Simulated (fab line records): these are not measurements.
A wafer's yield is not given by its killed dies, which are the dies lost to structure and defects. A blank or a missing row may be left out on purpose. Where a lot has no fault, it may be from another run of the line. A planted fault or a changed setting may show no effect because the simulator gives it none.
Which tool is to blame? | flow sky130 | 12 lots, 34 wafers sampled, at 5 steps of a route of 708

## WHAT EACH GAUGE READ, for each wafer
SKY_VIA3_BOW_MEAS_03.
lot  | measured     | on            | VIA3_BOW (um)
L836 | day 38 23:13 | film metro-02 | 84 71 82
L837 | day 39 05:34 | film metro-03 | 90 81 90
L838 | day 39 10:23 | film metro-02 | 82 73 79
L839 | day 40 07:05 | film metro-02 | 72 90 79
L844 | day 42 04:10 | film metro-02 | 68
L845 | day 42 06:34 | film metro-04 | 79 72 88
L847 | day 42 07:44 | film metro-04 | 85 96 81
L849 | day 42 17:11 | film metro-02 | 83 76 90
L848 | day 43 02:28 | film metro-04 | 67 84 78
L855 | day 44 07:38 | film metro-03 | 87 83 77
L857 | day 45 06:26 | film metro-02 | 75 72 86
L859 | day 45 13:00 | film metro-03 | 61 67 69

SKY_VIA3_CD_MEAS_12: target cd 200 nm.
lot  | measured     | on        | cd nm (nm)
L836 | day 40 00:56 | cd sem-01 | 202.0 201.4 200.9
L837 | day 40 07:53 | cd sem-01 | 203.3 202.1 202.5
L838 | day 40 11:29 | cd sem-02 | 199.4 200.0 201.1
L839 | day 41 06:53 | cd sem-01 | 201.3 200.4 200.3
L844 | day 43 04:23 | cd sem-02 | 195.7
L845 | day 43 06:15 | cd sem-02 | 194.4 192.2 191.1
L847 | day 43 07:59 | cd sem-01 | 200.2 201.2 200.3
L849 | day 43 16:27 | cd sem-02 | 200.3 200.5 201.4
L848 | day 44 01:32 | cd sem-02 | 199.5 198.3 199.3
L855 | day 45 06:08 | cd sem-02 | 198.3 197.6 197.1
L857 | day 46 03:51 | cd sem-01 | 199.0 197.8 200.1
L859 | day 46 09:12 | cd sem-02 | 199.0 198.8 200.5

## WHAT TOOL EACH LOT RAN ON (gives the tool, then ch and the chambers of the sampled wafers, and finally the start)
lot  | SKY_METAL2_DESCUM_17              | SKY_CAPM_STRIP_14                    | SKY_VIA3_EXPOSE_09
L836 | rie metal-03 ch 1, day 35 11:16   | plasma asher-03 ch 0,1, day 37 18:22 | krf scanner-02 ch 0, day 39 12:44
L837 | rie metal-03 ch 1, day 35 19:14   | plasma asher-04 ch 0,1, day 38 01:53 | krf scanner-01 ch 0, day 39 20:06
L838 | rie metal-01 ch 0, day 36 00:23   | plasma asher-03 ch 0, day 38 06:14   | krf scanner-02 ch 0, day 39 23:32
L839 | rie metal-03 ch 0,1, day 36 21:53 | plasma asher-03 ch 1, day 39 02:41   | krf scanner-01 ch 0, day 40 20:21
L844 | rie metal-03 ch 1, day 38 21:16   | plasma asher-03 ch 1, day 41 02:16   | krf scanner-01 ch 0, day 42 16:49
L845 | rie metal-01 ch 0,1, day 38 21:59 | plasma asher-02 ch 0,1, day 41 04:37 | krf scanner-01 ch 0, day 42 19:25
L847 | rie metal-01 ch 0,1, day 38 23:53 | plasma asher-02 ch 0,1, day 41 05:25 | krf scanner-02 ch 0, day 42 21:02
L849 | rie metal-01 ch 0,1, day 39 11:50 | plasma asher-03 ch 0,1, day 41 15:35 | krf scanner-02 ch 0, day 43 05:05
L848 | rie metal-01 ch 0,1, day 39 19:20 | plasma asher-03 ch 0,1, day 41 23:16 | krf scanner-02 ch 0, day 43 14:13
L855 | rie metal-03 ch 0,1, day 41 03:14 | plasma asher-03 ch 0,1, day 43 06:23 | krf scanner-02 ch 0, day 44 19:46
L857 | rie metal-01 ch 0,1, day 42 02:50 | plasma asher-02 ch 0,1, day 44 05:31 | krf scanner-02 ch 0, day 45 18:19
L859 | rie metal-01 ch 0,1, day 42 07:05 | plasma asher-03 ch 0,1, day 44 10:02 | krf scanner-02 ch 0, day 45 23:52
- SKY_METAL2_DESCUM_17: chemistry O2, time 8 s.
- SKY_CAPM_STRIP_14: strips in O2/N2.
- SKY_VIA3_EXPOSE_09: exposes mask VIM3, target cd 200 nm.

## WHAT THE TOOLS THEMSELVES READ (means of the sampled wafers that have a number; where no wafer has one, the mark that the record gives instead)
SKY_METAL2_DESCUM_17.
lot  | tool         | drypump motor current A (A) | oes product au (a.u.) | rf fwd power W (W)
L836 | rie metal-03 | 5.5                         | 1.018                 | 148.2
L837 | rie metal-03 | 5.5                         | 1.022                 | 147.9
L838 | rie metal-01 | 6.5                         | 1.004                 | 147.1
L839 | rie metal-03 | 5.3                         | 1.008                 | 148.1
L844 | rie metal-03 | 5.5                         | 1.008                 | 147.5
L845 | rie metal-01 | 6.2                         | 0.989                 | 147.0
L847 | rie metal-01 | 6.2                         | 0.999                 | 147.1
L849 | rie metal-01 | 6.2                         | 0.991                 | 146.9
L848 | rie metal-01 | 6.2                         | 1.001                 | 147.2
L855 | rie metal-03 | 5.2                         | 1.002                 | 147.6
L857 | rie metal-01 | 5.9                         | 0.987                 | 146.4
L859 | rie metal-01 | 5.9                         | 0.993                 | 146.9

SKY_CAPM_STRIP_14.
lot  | tool            | drypump motor current A (A) | oes product au (a.u.) | strip time to endpoint s (s)
L836 | plasma asher-03 | 5.69                        | 0.709                 | 12.65
L837 | plasma asher-04 | 5.46                        | 0.711                 | 12.72
L838 | plasma asher-03 | 5.41                        | 0.710                 | 12.64
L839 | plasma asher-03 | 5.82                        | 0.715                 | 12.59
L844 | plasma asher-03 | 5.83                        | 0.705                 | 12.60
L845 | plasma asher-02 | 5.85                        | 0.708                 | 12.66
L847 | plasma asher-02 | 5.79                        | 0.712                 | 12.67
L849 | plasma asher-03 | 5.70                        | 0.714                 | 12.65
L848 | plasma asher-03 | 5.68                        | 0.712                 | 12.73
L855 | plasma asher-03 | 5.53                        | 0.712                 | 12.69
L857 | plasma asher-02 | 5.78                        | 0.706                 | 12.65
L859 | plasma asher-03 | 5.69                        | 0.708                 | 12.70

SKY_VIA3_EXPOSE_09.
lot  | tool           | exposure dose mJ cm2
L836 | krf scanner-02 | 38.05
L837 | krf scanner-01 | 37.98
L838 | krf scanner-02 | 37.96
L839 | krf scanner-01 | 38.00
L844 | krf scanner-01 | 38.37
L845 | krf scanner-01 | 38.38
L847 | krf scanner-02 | 37.96
L849 | krf scanner-02 | 38.05
L848 | krf scanner-02 | 37.99
L855 | krf scanner-02 | 38.02
L857 | krf scanner-02 | 37.99
L859 | krf scanner-02 | 37.99

## THE ANSWER, worked out from the rows above alone
Rule: the usual values come from the lots themselves. The widest of any qualifying gaps counts: lots, ordered by their means at a reading, are off when they make up no more than a third of the lots, leave a main group of 4 or more, and stand apart from it by 3 or more times the standard deviation of that group's means. The tables above print the reading to a certain number of digits; a main group whose means all agree to those digits is not used. Also off: a lot with no number at a reading for which 4 or more lots have one. The other lots that the step has rows for count as sound. After the gauges, taken in route order, come the tools' own readings; for these a lot's mean is taken, as printed above. At the first step where some lot is off, the reading lying furthest off is the one used; lots without a number count as furthest.
Off: L844, L845, at SKY_VIA3_EXPOSE_09 (exposure dose mJ cm2). Main group: mean 38.00, sd 0.03.
A tool fits if, at that step or a process step before it, it ran every lot that is off, and no sound lot after the first of them. One candidate fits, namely krf scanner-01 at SKY_VIA3_EXPOSE_09. A fault onset in the window from L839 (day 40 20:21, its last sound lot) to L844 (day 42 16:49, its first lot off) fits.
The tool's own readings at SKY_VIA3_EXPOSE_09 bear it out: on the lots that are off they differ by more than 5 times the standard deviation of the sound lots' means. exposure dose mJ cm2 reads 38.38 there against 38.00 on the sound lots.

## WHAT THE SIMULATOR HAD INSERTED
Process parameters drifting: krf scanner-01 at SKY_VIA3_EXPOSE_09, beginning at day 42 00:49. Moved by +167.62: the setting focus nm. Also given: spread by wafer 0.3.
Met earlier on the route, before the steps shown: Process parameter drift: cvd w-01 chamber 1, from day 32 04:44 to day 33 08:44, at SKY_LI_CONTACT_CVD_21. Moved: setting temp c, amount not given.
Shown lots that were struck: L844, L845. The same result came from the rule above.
